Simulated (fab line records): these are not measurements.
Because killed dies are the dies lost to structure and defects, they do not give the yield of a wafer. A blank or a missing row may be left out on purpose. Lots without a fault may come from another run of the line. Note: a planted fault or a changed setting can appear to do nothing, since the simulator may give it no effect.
One fault seen from 2 desks :: flow sky130 :: each desk has only its own numbers; what lay behind them comes last

METROLOGY DESK
Means of the sampled wafers that have a number, per lot and without regard to the tool the lot ran on: this is what the gauges read. A lot is out of limits, marked OUT, if its mean lies more than 4 standard deviations from the usual mean; the brackets give that distance.
Columns: A = INCOMING_BOW at SKY_FIELD_ISO_BOW_MEAS_00, usual 0 um; B = NWELL_2_TW at SKY_NWELL_TW_MEAS_26, usual 495.8; C = cdNm at SKY_SONOS_ONO_CD_MEAS_13, usual 409.2 nm; D = GATE_OXIDE_OXIDATION_00_THK at SKY_GATE_OXIDE_THK_MEAS_02, usual 10.21 nm
lot: L361
first seen here: day 1 15:02
A: 1
B: 498.1
C: 408.4
D: 9.90

lot: L362
first seen here: day 1 20:01
A: -2
B: 498.4
C: 409.5
D: 9.80

lot: L363
first seen here: day 2 01:00
A: -2
B: 493.4
C: 407.6
D: 10.33

lot: L365
first seen here: day 2 11:00
A: 2
B: 29.8 (-99 or more) OUT
C: -
D: -

lot: L366
first seen here: day 2 16:00
A: 4
B: 497.6
C: 414.5
D: 10.21

lot: L367
first seen here: day 2 21:00
A: -0
B: 491.6
C: 410.6
D: 10.01

lot: L375
first seen here: day 4 13:00
A: 4
B: 501.9
C: 411.7
D: 10.01

lot: L376
first seen here: day 4 18:01
A: 3
B: 495.3
C: 409.1
D: 10.12

lot: L378
first seen here: day 5 04:01
A: -2
B: 497.6
C: 409.2
D: 10.37

lot: L381
first seen here: day 5 19:00
A: 5
B: 493.7
C: 414.2
D: 10.26

lot: L382
first seen here: day 6 00:00
A: 1
B: 497.0
C: 408.8
D: 10.37
This desk finds L365 out of limits, with the earliest case on L365 at day 6 22:48 (NWELL_2_TW at SKY_NWELL_TW_MEAS_26). Within limits: L361, L362, L363, L366, L367, L375, L376, L378, L381, L382.

DESK OF THE TOOL OWNER: plasmaAsher-04
The tool's own readings at SKY_NWELL_STRIP_14 (strips in O2/N2): means of the sampled wafers that have a number, for each lot that ran on this tool. A lot is out of limits, marked OUT, if its mean lies more than 4 standard deviations from the usual mean; the brackets give that distance.
Columns: A = drypumpMotorCurrentA at SKY_NWELL_STRIP_14, usual 5.6 A; B = oesProductAu at SKY_NWELL_STRIP_14, usual 0.722 a.u.; C = stripTimeToEndpointS at SKY_NWELL_STRIP_14, usual 36.94 s
lot: L361
first seen here: day 4 22:50
A: 5.4
B: 0.721
C: 37.03

lot: L363
first seen here: day 5 07:46
A: 5.9
B: 0.723
C: 37.00

lot: L365
first seen here: day 6 03:43
A: 5.9
B: 0.944 (+45) OUT
C: -

lot: L381
first seen here: day 9 15:55
A: 5.9
B: 0.723
C: 36.95

lot: L382
first seen here: day 9 19:06
A: 5.4
B: 0.714
C: 37.03
Finding of this desk: L365 out of limits; the first was L365 at day 6 03:43, on oesProductAu at SKY_NWELL_STRIP_14. Within limits: L361, L363, L381, L382.

ALL TOGETHER
On L365, at day 6 03:43, an alarm was possible from the tool owner's desk.
At day 6 22:48 the metrology desk could have sounded an alarm, on L365.
Of the lots named, all ran SKY_NWELL_STRIP_14 on plasmaAsher-04.

WHAT THE SIMULATOR PUT IN
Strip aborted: plasmaAsher-04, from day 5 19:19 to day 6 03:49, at SKY_NWELL_STRIP_14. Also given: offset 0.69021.
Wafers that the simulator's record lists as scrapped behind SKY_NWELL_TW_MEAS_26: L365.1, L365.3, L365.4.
Struck lots among those shown: L365.
Time in hours from fault onset to the first out-of-limits reading at each desk: tool owner's desk 8, metrology desk 27.
